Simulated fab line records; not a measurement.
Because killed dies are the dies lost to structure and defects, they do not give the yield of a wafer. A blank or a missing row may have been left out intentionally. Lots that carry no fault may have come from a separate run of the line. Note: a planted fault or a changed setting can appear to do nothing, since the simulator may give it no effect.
Comparing a struck lot with a sound one -- flow sfqLine -- 14 out of 325 route steps
Sound: the wafers L110.2, L110.3, L110.5. Struck: wafers L998.1, L998.5, L998.6. The cause is given at the end.
Order at every step that has rows: each side's tool, ch and its chambers, its first start. Under that, the readings that differ: sound wafers -- struck wafers -- difference of the means -- sigmas: that difference in standard deviations of wafers without a fault.
alike: readings whose means differ by less than 2 such deviations, and words and numbers that are the same on both sides. not compared: withheld readings, readings that some wafer has no value for, bounds like >300 that may hide the same value, and numbers for which the record gives no deviation and whose values overlap.
Wherever a step has rows on one side only, a row that says differs or no value, or a row with sigmas, the two part there. Numbers that don't overlap but have no deviation are shown without sigmas and don't part them. A reading missing from all wafers of one side parts the sides only when that side holds two or more wafers.

first, 6 steps without rows for these wafers: SFQ_TRILAYER_M3_LITHO_COAT_080 (resist thk 62 nm); SFQ_TRILAYER_M3_LITHO_COAT_075 (resist thk 600 nm); SFQ_TRILAYER_M3_LITHO_SOFTBAKE_079; SFQ_TRILAYER_M3_LITHO_EXPOSE_076 (exposes mask M3, target cd 500 nm); SFQ_TRILAYER_M3_LITHO_PEB_078 (peb time 60 s); SFQ_TRILAYER_M3_LITHO_DEVELOP_077 (time 60 s).
SFQ_M3_OVL_MEAS_921:
  struck on overlay-01, day 32 16:49; sound on overlay-01, day 39 08:44
  alike: M3_OVL
SFQ_TRILAYER_M3_BARC_OPEN_METAL_ETCH_100: etches BARC in O2, target depth 125 nm, time 41.7 s.
  sound on rieMetal-02 ch 0,1, day 39 08:46; struck on rieMetal-01 ch 0,1, day 32 16:52
  alike: drypumpMotorCurrentA, oesProductAu
  not compared: rfHoursCounterH
SFQ_TRILAYER_M3_ETCH_METAL_ETCH_078: etches Nb in Cl2/Ar, stops on SiO2, target depth 240 nm, time 120 s.
  sound on rieMetal-02 ch 0,1, day 39 08:50; struck on rieMetal-01 ch 0,1, day 32 16:55
  alike: drypumpMotorCurrentA, oesProductAu
  not compared: rfHoursCounterH
SFQ_TRILAYER_M3_STRIP_STRIP_079: strips in O2.
  sound on rieMetal-02 ch 0,1, day 39 08:58; struck on rieMetal-01 ch 0,1, day 32 17:02
  alike: drypumpMotorCurrentA, oesProductAu
  not compared: rfHoursCounterH
then, 1 step without rows for these wafers: SFQ_TRILAYER_M3_STRIP_SOLV_CLEAN_080 (cleans in NMP, time 600 s).
SFQ_TRILAYER_I3_DEP_PECVD_081: deposits SiO2 from SiH4/N2O, time 111.11 s, target thk 500 nm.
  sound on pecvd-03 ch 0,1,2, day 39 09:44; struck on pecvd-02 ch 1,2, day 32 17:49
  alike: heaterPowerW, throttleValvePct
SFQ_TRILAYER_I3_CMP_CMP_082: polishes SiO2.
  sound on cmp-02 ch 0,3, day 40 16:58; struck on cmp-01 ch 1,2, day 32 22:20
reading,sound,struck,difference,sigmas
headPressurePsi (psi),2.998 3.012 3.002,3.358 3.374 3.370,+0.363,+56
  alike: motorCurrentA, timeToEndpointS
SFQ_I3_BOW_MEAS_922:
  struck on filmMetro-03, day 33 00:50; sound on filmMetro-01, day 40 19:29
  alike: I3_BOW

WHERE THEY PART
SFQ_TRILAYER_I3_CMP_CMP_082 only, going by this record. Later steps at which nothing parts them and some readings are alike: SFQ_I3_BOW_MEAS_922.

WHY: whatever the simulator had introduced
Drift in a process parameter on cmp-01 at SFQ_TRILAYER_I3_CMP_CMP_082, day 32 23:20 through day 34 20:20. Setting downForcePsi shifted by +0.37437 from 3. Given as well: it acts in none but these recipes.
